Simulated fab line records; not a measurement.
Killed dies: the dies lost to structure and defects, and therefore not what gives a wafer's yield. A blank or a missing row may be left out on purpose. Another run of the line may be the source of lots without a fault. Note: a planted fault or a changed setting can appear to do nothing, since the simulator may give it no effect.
fab line records | flow sky130
record lots=12 wafers=36 last-day=49
route steps=708 shown FIELD_ISO@11 NWELL@76 VT_ADJUST_LVTN@118 PAD_OPEN@708
lots that met no fault: taken from a fault-free run of the same line
start-h: the number of hours between the record's first day and the start of the first shown wafer of the lot | wait-h: time in hours since the lot's previous step | " unchanged from the row above | L1.1+2: one row covering several wafers at once | - no value present, or no start provided | * or withheld: withheld | < > ~ a bound
route shown NAME@n: a module of which the file shows steps, and the number in the route of the first | usual: the fault-free wafers' mean and standard deviation | same: alike in all rows | chamber/n: place in a boat | sites: each site's reading | _std_site: how widely they spread, as a standard deviation | _edge_site: the outer-site mean with the inner-site mean subtracted | radius-mm: how far each site lies from the wafer's centre | mask NAME#n: copy n | behind: the most recent tool/chamber to have shaped the wafer | hold: what put the lot on hold/how long, in hours/how the hold closed | device: the transistor (n, p or np) that didn't switch | end of line: the route-end tests of the same wafers | a step with no rows: only its recipe | killed: count of dies lost to structure and defects at first sort (not the wafer's yield) | map: shows each die of a wafer: x if killed, . if not, _ if none is there
set.NAME: the setting that was run; set.NAME@STEP: the one run at that earlier step | model.NAME: the simulator's own value behind a step, which no gauge read
a sample of lots followed through the steps of the route, with each step as a table and each wafer as a row
services: when a tool's chamber went out of use (start-h, in hours from the record's first day, below 0 if earlier), for how many hours, and the reason
## steps
# step SKY_FIELD_ISO_EXPOSE_10
# recipe mask-id=FOM na=0.68 source-shape=annular sigma-inner=0.4 sigma-outer=0.8 target-cd-nm=150 dose-mj=28
# usual exposure-dose-mJ-cm2=27.983/0.029
# columns lot.wafer tool chamber start-h wait-h mask exposure-dose-mJ-cm2
L181.1 krf-scanner-01 0 21.05 - FOM#0 27.975
L181.3 " 0 " " FOM#0 27.958
L181.6 " 0 " " FOM#0 27.977
L182.2 krf-scanner-01 0 26.93 - FOM#0 28.014
L182.3 " 0 " " FOM#0 28.034
L182.6 " 0 " " FOM#0 28.013
L183.2 krf-scanner-01 0 33.15 - FOM#0 28.046
L183.3 " 0 " " FOM#0 28.034
L183.5 " 0 " " FOM#0 28.028
L184.2 krf-scanner-02 0 37.86 - FOM#0 28.023
L184.3 " 0 " " FOM#0 27.997
L184.4 " 0 " " FOM#0 28.003
L187.1 krf-scanner-01 0 53.41 - FOM#0 27.991
L187.2 " 0 " " FOM#0 27.990
L187.3 " 0 " " FOM#0 27.975
L188.2 krf-scanner-02 0 58.10 - FOM#0 27.977
L188.4 " 0 " " FOM#0 27.980
L188.6 " 0 " " FOM#0 27.942
L191.3 krf-scanner-01 0 74.27 - FOM#0 27.954
L191.4 " 0 " " FOM#0 27.951
L191.5 " 0 " " FOM#0 27.998
L192.2 krf-scanner-01 0 77.98 - FOM#0 27.994
L192.3 " 0 " " FOM#0 27.962
L192.5 " 0 " " FOM#0 28.020
L194.2 krf-scanner-02 0 87.28 - FOM#0 28.014
L194.4 " 0 " " FOM#0 27.962
L194.6 " 0 " " FOM#0 28.004
L196.2 krf-scanner-02 0 98.12 - FOM#0 28.013
L196.3 " 0 " " FOM#0 27.941
L196.6 " 0 " " FOM#0 28.010
L198.2 krf-scanner-02 0 109.75 - FOM#0 28.014
L198.4 " 0 " " FOM#0 27.984
L198.6 " 0 " " FOM#0 27.977
L200.3 krf-scanner-02 0 117.94 - FOM#0 27.960
L200.4 " 0 " " FOM#0 27.941
L200.5 " 0 " " FOM#0 27.921
# step SKY_FIELD_ISO_CD_MEAS_13
# recipe target-cd-nm=150
# usual cd-nm=149.7/1.6
# columns lot.wafer tool chamber start-h wait-h cd-nm
L181.1 cd-sem-02 - 27.78 - 146.0
L181.3 " - " " 147.2
L181.6 " - " " 146.9
L182.2 cd-sem-01 - 34.33 - 149.0
L182.3 " - " " 150.7
L182.6 " - " " 149.1
L183.2 cd-sem-01 - 40.80 - 152.6
L183.3 " - " " 150.3
L183.5 " - " " 150.4
L184.2 cd-sem-01 - 45.50 - 149.2
L184.3 " - " " 148.3
L184.4 " - " " 149.8
L187.1 cd-sem-01 - 60.91 - 55.8
L187.2 " - " " 150.8
L187.3 " - " " 56.4
L188.2 cd-sem-02 - 66.38 - 153.4
L188.4 " - " " 153.4
L188.6 " - " " 154.8
L191.3 cd-sem-02 - 82.80 - 52.8
L191.4 " - " " 149.1
L191.5 " - " " 52.6
L192.2 cd-sem-02 - 86.38 - 151.7
L192.3 " - " " 53.2
L192.5 " - " " 53.2
L194.2 cd-sem-01 - 96.33 - 147.9
L194.4 " - " " 149.0
L194.6 " - " " 148.0
L196.2 cd-sem-01 - 107.40 - 147.9
L196.3 " - " " 147.8
L196.6 " - " " 147.2
L198.2 cd-sem-01 - 119.15 - 151.9
L198.4 " - " " 150.8
L198.6 " - " " 151.8
L200.3 cd-sem-02 - 127.70 - 148.4
L200.4 " - " " 149.3
L200.5 " - " " 149.9
# step SKY_FIELD_ISO_STRIP_16
# recipe chemistry=O2/N2 power-w=1400 pressure-mtorr=1500 platen-temp-c=withheld o2-flow-sccm=3000 n2-flow-sccm=300 overash-fraction=0.5
# usual drypump-motor-current-A=5.9/0.35 oes-product-au=0.379/0.005 strip-time-to-endpoint-s=3.55/0.042
# same overash-fraction=0.5
# columns lot.wafer tool chamber start-h wait-h drypump-motor-current-A oes-product-au rf-hours-counter-h strip-time-to-endpoint-s
L181.1 plasma-asher-02 1 28.00 0.0 6.1 0.385 35 3.63
L181.3 " 0 " " 5.7 0.375 - 3.51
L181.6 " 1 " " 6.1 0.378 - 3.62
L182.2 plasma-asher-02 0 34.53 0.0 5.7 0.390 36 3.59
L182.3 " 0 " " 5.7 0.376 - 3.56
L182.6 " 1 " " 6.1 0.382 - 3.58
L183.2 plasma-asher-03 1 41.00 0.0 6.4 0.383 21 3.61
L183.3 " 0 " " 6.3 0.369 - 3.54
L183.5 " 0 " " 6.3 0.380 - 3.60
L184.2 plasma-asher-01 1 45.69 0.0 5.7 0.379 37 3.54
L184.3 " 0 " " 5.2 0.374 - 3.57
L184.4 " 1 " " 5.7 0.377 - 3.54
L187.1 plasma-asher-02 0 61.13 0.0 5.7 0.378 38 3.51
L187.2 " 1 " " 6.1 0.374 38 3.58
L187.3 " 1 " " 6.1 0.374 - 3.53
L188.2 plasma-asher-02 0 66.58 0.0 5.7 0.374 39 3.54
L188.4 " 1 " " 6.1 0.385 - 3.58
L188.6 " 1 " " 6.1 0.379 - 3.59
L191.3 plasma-asher-02 1 83.01 0.1 6.1 0.364 - 3.52
L191.4 " 0 " " 5.7 0.378 - 3.54
L191.5 " 0 " " 5.7 0.381 - 3.56
L192.2 plasma-asher-02 1 86.58 0.0 6.1 0.378 40 3.56
L192.3 " 0 " " 5.7 0.372 - 3.53
L192.5 " 1 " " 6.1 0.388 - 3.53
L194.2 plasma-asher-01 1 96.53 0.0 5.7 0.373 41 3.47
L194.4 " 1 " " 5.7 0.382 - 3.50
L194.6 " 1 " " 5.7 0.377 - 3.43
L196.2 plasma-asher-03 1 107.59 0.0 6.5 0.366 27 3.48
L196.3 " 1 " " 6.5 0.381 - 3.48
L196.6 " 1 " " 6.5 0.381 - 3.63
L198.2 plasma-asher-03 1 119.34 0.0 6.5 0.376 29 3.51
L198.4 " 0 " " 6.2 0.382 - 3.56
L198.6 " 1 " " 6.5 0.378 - 3.59
L200.3 plasma-asher-02 0 127.91 0.1 5.7 0.380 - 3.49
L200.4 " 1 " " 6.1 0.372 - 3.52
L200.5 " 0 " " 5.7 0.371 - 3.55
# step SKY_NWELL_OVL_MEAS_23
# usual NWELL_01_OVL=0.0/1.5
# columns lot.wafer tool chamber start-h wait-h NWELL_01_OVL[nm]
L181.1 overlay-02 - 104.03 - 2.2
L181.3 " - " " 0.8
L181.6 " - " " 1.4
L182.2 overlay-02 - 114.75 - -0.3
L182.3 " - " " -0.9
L182.6 " - " " -1.0
L183.2 overlay-01 - 120.80 - -2.3
L183.3 " - " " -0.9
L183.5 " - " " -0.2
L184.2 overlay-01 - 125.23 - 0.0
L184.3 " - " " -1.7
L184.4 " - " " -0.4
L187.2 overlay-02 - 143.36 - 2.4
L188.2 overlay-01 - 149.78 - 0.6
L188.4 " - " " -2.2
L188.6 " - " " -0.7
L191.4 overlay-02 - 168.52 - 0.4
L192.2 overlay-02 - 172.91 - 2.4
L194.2 overlay-02 - 183.83 - 0.6
L194.4 " - " " 3.4
L194.6 " - " " 2.5
L196.2 overlay-02 - 195.31 - -0.2
L196.3 " - " " 0.5
L196.6 " - " " 0.8
L198.2 overlay-01 - 207.51 - 0.0
L198.4 " - " " -1.7
L198.6 " - " " -0.8
L200.3 overlay-01 - 217.79 - -2.3
L200.4 " - " " -1.2
L200.5 " - " " -1.0
# step SKY_VT_ADJUST_LVTN_TW_MEAS_21
# usual VT_ADJUST_LVTN_2_TW=188.0/1.5
# columns lot.wafer tool chamber start-h wait-h VT_ADJUST_LVTN_2_TW
L181.1 film-metro-03 - 164.33 0.1 185.3
L181.3 " - " " 185.6
L181.6 " - " " 185.7
L182.2 film-metro-01 - 175.40 0.1 188.3
L182.3 " - " " 187.5
L182.6 " - " " 188.2
L183.2 film-metro-04 - 183.41 0.1 188.1
L183.3 " - " " 187.7
L183.5 " - " " 188.5
L184.2 film-metro-04 - 186.71 0.1 188.1
L184.3 " - " " 187.2
L184.4 " - " " 188.0
L187.2 film-metro-03 - 207.24 0.1 186.5
L188.2 film-metro-04 - 213.85 0.1 190.0
L188.4 " - " " 190.4
L188.6 " - " " 191.0
L191.4 film-metro-01 - 235.03 0.1 188.2
L192.2 film-metro-04 - 239.64 0.1 188.5
L194.2 film-metro-04 - 251.79 0.1 189.4
L194.4 " - " " 189.7
L194.6 " - " " 188.6
L196.2 film-metro-03 - 264.79 0.1 187.2
L196.3 " - " " 187.1
L196.6 " - " " 186.3
L198.2 film-metro-01 - 276.71 0.1 187.8
L198.4 " - " " 188.9
L198.6 " - " " 187.3
L200.3 film-metro-03 - 286.90 0.1 186.8
L200.4 " - " " 187.2
L200.5 " - " " 187.4
# step SKY_PAD_OPEN_PROBE_99
# usual killed_at_M0_to_M3=43/6.7 killed_at_M4_up=3.2/2.1 killed-at-contacts=25/5.9 killed-at-front-end=16/4.7 killed-at-other=0.3/0.54 killed-dies=87/9.8 killed-on-rim=17/3.7 killed-open=47/6.7 killed-short=40/6.5
# same gross-dies=492 killed-at-back-side=0
# columns lot.wafer tool chamber start-h wait-h killed_at_M0_to_M3 killed_at_M4_up killed-at-contacts killed-at-front-end killed-at-other killed-dies killed-on-rim killed-open killed-short
L187.1 prober-02 - 1119.24 0.1 42 7 26 417 0 492 96 46 36
L187.2 prober-02 - 1119.29 0.1 46 4 21 17 0 88 14 42 44
L187.3 prober-02 - 1119.34 0.2 63 0 22 407 0 492 96 60 39
L191.3 prober-02 - 1145.23 0.2 48 5 29 409 1 492 96 54 40
L191.4 prober-02 - 1145.28 0.2 39 5 24 18 0 86 14 49 35
L191.5 prober-02 - 1145.33 0.2 47 8 29 408 0 492 96 45 54
L192.2 prober-01 - 1148.45 0.1 43 2 19 11 0 75 15 37 38
L192.3 prober-01 - 1148.50 0.2 32 2 16 442 0 492 96 37 31
L192.5 prober-01 - 1148.60 0.2 33 4 15 440 0 492 96 34 33
L194.2 prober-01 - 1153.75 0.1 39 1 33 10 0 83 19 50 33
L194.4 prober-01 - 1153.85 0.2 54 1 36 10 0 101 16 54 47
L194.6 prober-01 - 1153.95 0.2 41 1 24 19 1 86 23 49 37
L196.2 prober-01 - 1166.38 0.1 44 4 25 12 0 85 15 49 36
L196.3 prober-01 - 1166.43 0.2 36 5 30 12 0 83 17 43 39
L196.6 prober-01 - 1166.58 0.2 52 2 27 15 0 96 15 55 41
L198.2 prober-01 - 1175.70 0.1 42 4 29 14 0 89 16 47 41
L198.4 prober-01 - 1175.80 0.2 46 1 29 18 0 94 21 49 45
L198.6 prober-01 - 1175.90 0.2 48 4 27 15 0 94 16 53 41
L200.3 prober-01 - 1184.84 0.2 40 8 29 10 1 88 16 50 38
L200.4 prober-01 - 1184.89 0.2 40 3 25 19 0 87 13 52 35
L200.5 prober-01 - 1184.94 0.2 45 0 29 12 0 86 16 56 30
# killed by level:class
L187.1 FIELD_ISO:area-expose=409 LI_CONTACT:geometric-particle:open=13 VIA1:geometric-particle:open=13 VIA3:geometric-particle:open=6 METAL4:geometric-particle:short=6 METAL2:geometric-particle:short=5 CONTACT:geometric-particle:short=5 METAL1:geometric-particle:short=5
L187.2 VIA1:geometric-particle:open=10 LI_CONTACT:geometric-particle:open=7 CONTACT:geometric-particle:open=7 METAL1:geometric-particle:short=6 METAL2:geometric-particle:short=6 VIA3:geometric-particle:open=5 VIA1:geometric-particle:short=5 POLY_GATE:geometric-particle:short=4
L187.3 FIELD_ISO:area-expose=392 VIA1:geometric-particle:open=15 METAL1:geometric-particle:short=11 VIA2:geometric-particle:open=10 CONTACT:geometric-particle:open=9 VIA3:geometric-particle:open=8 LI_CONTACT:geometric-particle:open=7 METAL2:geometric-particle:short=7
L191.3 FIELD_ISO:area-expose=397 LI_CONTACT:geometric-particle:open=10 CONTACT:geometric-particle:open=10 VIA1:geometric-particle:open=9 VIA2:geometric-particle:open=8 CONTACT:geometric-particle:short=7 VIA1:geometric-particle:short=6 FIELD_ISO:geometric-particle:open=5
L191.4 VIA1:geometric-particle:open=12 CONTACT:geometric-particle:open=10 FIELD_ISO:geometric-particle:open=6 POLY_GATE:geometric-particle:open=5 LI_CONTACT:geometric-particle:open=5 METAL3:geometric-particle:short=5 VIA3:geometric-particle:open=5 CONTACT:geometric-particle:short=4
L191.5 FIELD_ISO:area-expose=392 VIA1:geometric-particle:open=12 LI_CONTACT:geometric-particle:open=11 METAL1:geometric-particle:short=8 LOCAL_INTERCONNECT:geometric-particle:short=6 CONTACT:geometric-particle:short=6 CONTACT:geometric-particle:open=6 VIA1:geometric-particle:short=5
L192.2 CONTACT:geometric-particle:open=8 VIA1:geometric-particle:short=8 METAL1:geometric-particle:short=7 LI_CONTACT:geometric-particle:open=6 VIA2:geometric-particle:short=6 VIA1:geometric-particle:open=5 VIA3:geometric-particle:open=5 FIELD_ISO:geometric-particle:open=4
L192.3 FIELD_ISO:area-expose=424 FIELD_ISO:geometric-particle:open=9 METAL1:geometric-particle:short=6 VIA1:geometric-particle:open=6 VIA3:geometric-particle:open=6 POLY_GATE:geometric-particle:short=5 LOCAL_INTERCONNECT:geometric-particle:short=5 LI_CONTACT:geometric-particle:open=3
L192.5 FIELD_ISO:area-expose=424 CONTACT:geometric-particle:open=8 VIA1:geometric-particle:open=6 FIELD_ISO:geometric-particle:short=5 POLY_GATE:geometric-particle:open=4 METAL1:geometric-particle:short=4 VIA2:geometric-particle:open=4 VIA3:geometric-particle:open=4
L194.2 CONTACT:geometric-particle:open=13 VIA1:geometric-particle:open=10 LI_CONTACT:geometric-particle:open=7 VIA3:geometric-particle:open=7 CONTACT:geometric-particle:short=7 METAL1:geometric-particle:short=6 LOCAL_INTERCONNECT:geometric-particle:short=5 FIELD_ISO:geometric-particle:open=3
L194.4 CONTACT:geometric-particle:open=11 LI_CONTACT:geometric-particle:open=9 METAL1:geometric-particle:short=9 VIA1:geometric-particle:open=9 LOCAL_INTERCONNECT:geometric-particle:short=8 VIA3:geometric-particle:open=7 VIA2:geometric-particle:open=6 VIA2:geometric-particle:short=5
L194.6 CONTACT:geometric-particle:open=12 POLY_GATE:geometric-particle:open=8 METAL1:geometric-particle:short=7 VIA1:geometric-particle:open=6 VIA2:geometric-particle:open=6 VIA3:geometric-particle:open=6 LI_CONTACT:geometric-particle:short=5 LI_CONTACT:geometric-particle:open=4
L196.2 VIA1:geometric-particle:open=14 LI_CONTACT:geometric-particle:open=10 CONTACT:geometric-particle:open=7 METAL3:geometric-particle:short=5 METAL1:geometric-particle:short=4 CONTACT:geometric-particle:short=4 VIA2:geometric-particle:open=4 VIA3:geometric-particle:open=4
L196.3 CONTACT:geometric-particle:open=11 LI_CONTACT:geometric-particle:open=8 VIA1:geometric-particle:open=8 METAL2:geometric-particle:short=7 METAL1:geometric-particle:short=6 LI_CONTACT:geometric-particle:short=4 VIA2:geometric-particle:open=4 VIA1:geometric-particle:short=4
L196.6 VIA1:geometric-particle:open=15 CONTACT:geometric-particle:open=10 VIA3:geometric-particle:open=10 VIA2:geometric-particle:open=8 POLY_GATE:geometric-particle:short=6 CONTACT:geometric-particle:short=6 LOCAL_INTERCONNECT:geometric-particle:short=4 VIA3:geometric-particle:short=4
L198.2 CONTACT:geometric-particle:open=14 VIA1:geometric-particle:open=10 METAL2:geometric-particle:short=7 LI_CONTACT:geometric-particle:short=6 LI_CONTACT:geometric-particle:open=6 VIA1:geometric-particle:short=6 VIA3:geometric-particle:open=5 FIELD_ISO:geometric-particle:short=4
L198.4 LI_CONTACT:geometric-particle:open=14 METAL3:geometric-particle:short=8 CONTACT:geometric-particle:open=6 METAL1:geometric-particle:short=6 VIA1:geometric-particle:open=6 VIA3:geometric-particle:open=6 FIELD_ISO:geometric-particle:open=5 FIELD_ISO:geometric-particle:short=5
L198.6 VIA1:geometric-particle:open=17 CONTACT:geometric-particle:open=12 POLY_GATE:geometric-particle:short=6 LI_CONTACT:geometric-particle:open=6 POLY_GATE:geometric-particle:open=5 LOCAL_INTERCONNECT:geometric-particle:short=5 METAL1:geometric-particle:short=5 VIA3:geometric-particle:open=5
L200.3 CONTACT:geometric-particle:open=12 VIA2:geometric-particle:open=9 METAL4:geometric-particle:short=7 LI_CONTACT:geometric-particle:open=7 VIA1:geometric-particle:open=7 LI_CONTACT:geometric-particle:short=5 VIA2:geometric-particle:short=5 METAL2:geometric-particle:short=5
L200.4 CONTACT:geometric-particle:open=10 LI_CONTACT:geometric-particle:open=8 VIA1:geometric-particle:open=8 VIA3:geometric-particle:open=7 METAL1:geometric-particle:short=6 FIELD_ISO:geometric-particle:short=5 VIA2:geometric-particle:open=5 POLY_GATE:geometric-particle:short=4
L200.5 LI_CONTACT:geometric-particle:open=11 CONTACT:geometric-particle:open=10 VIA3:geometric-particle:open=9 METAL1:geometric-particle:short=8 VIA1:geometric-particle:open=8 VIA2:geometric-particle:open=7 FIELD_ISO:geometric-particle:open=4 CONTACT:geometric-particle:short=4
## services
# columns tool chamber start-h hours kind
krf-scanner-02 - 3.52 1.0 pm
krf-scanner-01 - 56.90 4.6 repair
plasma-asher-03 - 61.59 1.3 repair
krf-scanner-01 - 68.60 3.6 pm
krf-scanner-02 - 102.17 0.8 pm
krf-scanner-01 - 103.64 1.3 pm
krf-scanner-02 0 106.56 - calibration
plasma-asher-01 - 108.75 9.0 pm
plasma-asher-01 0 108.75 9.0 vent-cycle
plasma-asher-01 1 108.75 9.0 vent-cycle
krf-scanner-01 - 109.93 0.8 pm
plasma-asher-01 0 117.75 - clean
plasma-asher-01 1 117.75 - clean
krf-scanner-01 0 123.02 - calibration
krf-scanner-02 - 123.61 3.6 pm
## key
first-sign step=SKY_FIELD_ISO_CD_MEAS_13 reading=cd-nm direction=down sigmas=61 usual=149.7 struck=54.0
effect step=SKY_PAD_OPEN_PROBE_99 reading=killed-at-front-end direction=up sigmas=86 usual=16 struck=420
more-kills-born-at SKY_FIELD_ISO_EXPOSE_10@krf-scanner-01=2439
met-at SKY_FIELD_ISO_EXPOSE_10
struck-lots L187,L191,L192
struck-wafers L187.1,L187.3,L191.3,L191.5,L192.3,L192.5
later-rows-left-out L187.1,L187.3,L191.3,L191.5,L192.3,L192.5
tester-left-out L187,L191,L192
not-acting-at SKY_FIELD_ISO_STRIP_16,SKY_NWELL_OVL_MEAS_23,SKY_VT_ADJUST_LVTN_TW_MEAS_21
onset-between 33.15 53.41
fault kind=process-parameter-drift tool=krf-scanner-01 chamber=- onset-h=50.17 steps=SKY_FIELD_ISO_EXPOSE_10 channel=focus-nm offset=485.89 shape=step end-h=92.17 scope=struck-wafers-only
# tester-left-out: of these lots the tester's yield and bins aren't shown, on N5 and GAA mostly nor the transistor test; their killed dies are dies lost to structure and defects alone, not to doping, threshold or leakage, so they don't give the yield
# later-rows-left-out: the simulator's readings of these wafers behind a module that went badly wrong aren't trusted and aren't shown, but for the sort
